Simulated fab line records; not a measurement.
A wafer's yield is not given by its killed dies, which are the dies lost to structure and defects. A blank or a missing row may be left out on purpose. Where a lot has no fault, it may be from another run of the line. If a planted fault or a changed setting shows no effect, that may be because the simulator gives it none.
Check for tools in common    flow gf180mcu    42 wafers sampled across 14 lots

== WHY IT WAS OPENED ==
2 of 14 lots carry a flag on the reading HV_LDD_2_TW at GF_HV_LDD_TW_MEAS_23. Fault-free wafers read 1070, with a standard deviation of 9.1.
Rule: a lot gets a flag if all its wafers with a number sit over 4 standard deviations from that mean, or if no wafer of it has a number. The other lots count as sound.

lot   measured      on             HV_LDD_2_TW, wafer by wafer  flag
L351  day 10 20:53  film_metro-04  1068 1066 1059               
L352  day 11 01:55  film_metro-03  1070 1083 1072               
L353  day 11 07:20  film_metro-04  1053 1060 1048               
L354  day 11 17:34  film_metro-04  1056 1052 1055               
L356  day 12 08:43  film_metro-03  1081 1081 1079               
L358  day 12 20:35  film_metro-03  1083 1078 1080               
L359  day 13 05:58  film_metro-04  1053 1055 1058               
L362  day 14 05:44  film_metro-01  1068 1073 1067               
L363  day 14 14:05  film_metro-03  1081 1077 1069               
L365  day 15 03:21  film_metro-01  1074 1078 1075               
L366  day 15 15:36  film_metro-03  1069 1079 1080               
L367  day 15 21:14  film_metro-03  1332 1339 1335               FLAGGED
L372  day 17 11:03  film_metro-04  1317 1323 1316               FLAGGED
L374  day 18 04:19  film_metro-01  1085 1085 1083               
Average over the flagged lots: 1327; offset from the usual +257, equal to +28 standard deviations.

== WHICH TOOL RAN EACH LOT ==
The record keeps 1 process step preceding the reading, out of 602 steps on the route. Read each cell as the tool, then ch plus the chambers that the sampled wafers visited, then the start.
lot   flag     GF_HV_LDD_IMPLANT_21
L351           implanter-04 ch 0, day 10 20:38
L352           implanter-01 ch 0, day 11 01:40
L353           implanter-01 ch 0, day 11 07:05
L354           implanter-04 ch 0, day 11 17:19
L356           implanter-01 ch 0, day 12 08:28
L358           implanter-02 ch 0, day 12 20:22
L359           implanter-02 ch 0, day 13 05:43
L362           implanter-01 ch 0, day 14 05:29
L363           implanter-04 ch 0, day 14 13:50
L365           implanter-04 ch 0, day 15 03:08
L366           implanter-02 ch 0, day 15 15:23
L367  FLAGGED  implanter-04 ch 0, day 15 20:39
L372  FLAGGED  implanter-04 ch 0, day 17 10:29
L374           implanter-04 ch 0, day 18 04:07
What is done by these steps:
- GF_HV_LDD_IMPLANT_21
- GF_HV_LDD_TW_MEAS_23

== FLAGGED AGAINST TOTAL, ONE TOOL AT A TIME (gauges that did the reading follow at the end) ==
step                  tool           lots run  flagged  share of the flagged lots  sound lots run after its first flagged lot
GF_HV_LDD_IMPLANT_21  implanter-01   4         0        none                       -
GF_HV_LDD_IMPLANT_21  implanter-02   3         0        none                       -
GF_HV_LDD_IMPLANT_21  implanter-04   7         2        all                        1 (L374)
GF_HV_LDD_TW_MEAS_23  film_metro-01  3         0        none                       -
GF_HV_LDD_TW_MEAS_23  film_metro-03  6         1        some                       0
GF_HV_LDD_TW_MEAS_23  film_metro-04  5         1        some                       0

== WHAT THE TABLE ALLOWS ==
1 row of the table ran every flagged lot: implanter-04 at GF_HV_LDD_IMPLANT_21.
- implanter-04 at GF_HV_LDD_IMPLANT_21: 2 of its 7 lots flagged. Lots that were sound ran on it after the first flagged one (L374); a persistent fault on the entire tool would not allow that.
Not one row of the table ran every flagged lot while running no sound lot after the first.

== WHAT THE SIMULATOR PUT IN ==
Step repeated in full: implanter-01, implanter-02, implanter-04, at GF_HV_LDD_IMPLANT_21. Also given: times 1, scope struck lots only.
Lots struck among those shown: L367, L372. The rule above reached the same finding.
